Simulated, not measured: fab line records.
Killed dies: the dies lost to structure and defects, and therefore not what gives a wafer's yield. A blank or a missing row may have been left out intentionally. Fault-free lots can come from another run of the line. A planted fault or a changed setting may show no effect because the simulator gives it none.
Which tool did it?	flow gf180mcu	7 lots, 21 wafers sampled, at 2 steps of a route of 602

## WHAT THE GAUGES READ, wafer by wafer
GF_VT_IMPLANT_OVL_MEAS_40.
lot	measured	on	VT_IMPLANT_03_OVL (nm)
L490	day 7 21:53	overlay-01	0.0 -0.6 -1.7
L493	day 8 16:59	overlay-02	0.5 2.5 2.6
L495	day 9 07:16	overlay-02	1.6 2.9 2.4
L499	day 10 07:05	overlay-02	- - -
L501	day 10 23:26	overlay-01	3.0 1.1 1.8
L509	day 13 03:19	overlay-02	-0.1 -1.4 1.4
L511	day 13 18:26	overlay-02	-0.7 0.1 0.6

## TOOL THAT RAN EACH LOT (tool first, then ch and the chambers of the sampled wafers, then the start)
lot	GF_VT_IMPLANT_COAT_35
L490	lithoTrack-04 ch 0, day 7 14:01
L493	lithoTrack-04 ch 0, day 8 08:17
L495	lithoTrack-04 ch 0, day 8 23:01
L499	lithoTrack-04, day 9 21:53
L501	lithoTrack-02 ch 0, day 10 14:22
L509	lithoTrack-02 ch 0, day 12 17:04
L511	lithoTrack-04 ch 0, day 13 08:10
- GF_VT_IMPLANT_COAT_35: resist thk 1000 nm.

## THE ANSWER, worked out from the rows above alone
Rule: what is usual is taken from the lots themselves. Put in order of their means at a reading, lots are off if they are a third of the lots or fewer, leave a main group of 4 or more, and stand apart from it by a gap of 3 or more times the standard deviation of the main group's means; of several such gaps the widest counts. A main group is skipped when, at the precision printed for the reading in the tables above, its means are all equal. A lot without any number at a reading at which 4 lots or more have one is off too. Any other lot the step has rows for is counted as sound.
Off: L499, at GF_VT_IMPLANT_OVL_MEAS_40 (VT_IMPLANT_03_OVL). Without a number there: L499. For the main group the mean is 0.9 nm and the standard deviation 1.2.
If a tool, at a process step before that reading, ran all the lots that are off and no sound lot after the first of them, it fits. The gauges at GF_VT_IMPLANT_OVL_MEAS_40 are tried like those tools. No candidate that was tried fits.

## WHAT THE SIMULATOR HAD PUT IN
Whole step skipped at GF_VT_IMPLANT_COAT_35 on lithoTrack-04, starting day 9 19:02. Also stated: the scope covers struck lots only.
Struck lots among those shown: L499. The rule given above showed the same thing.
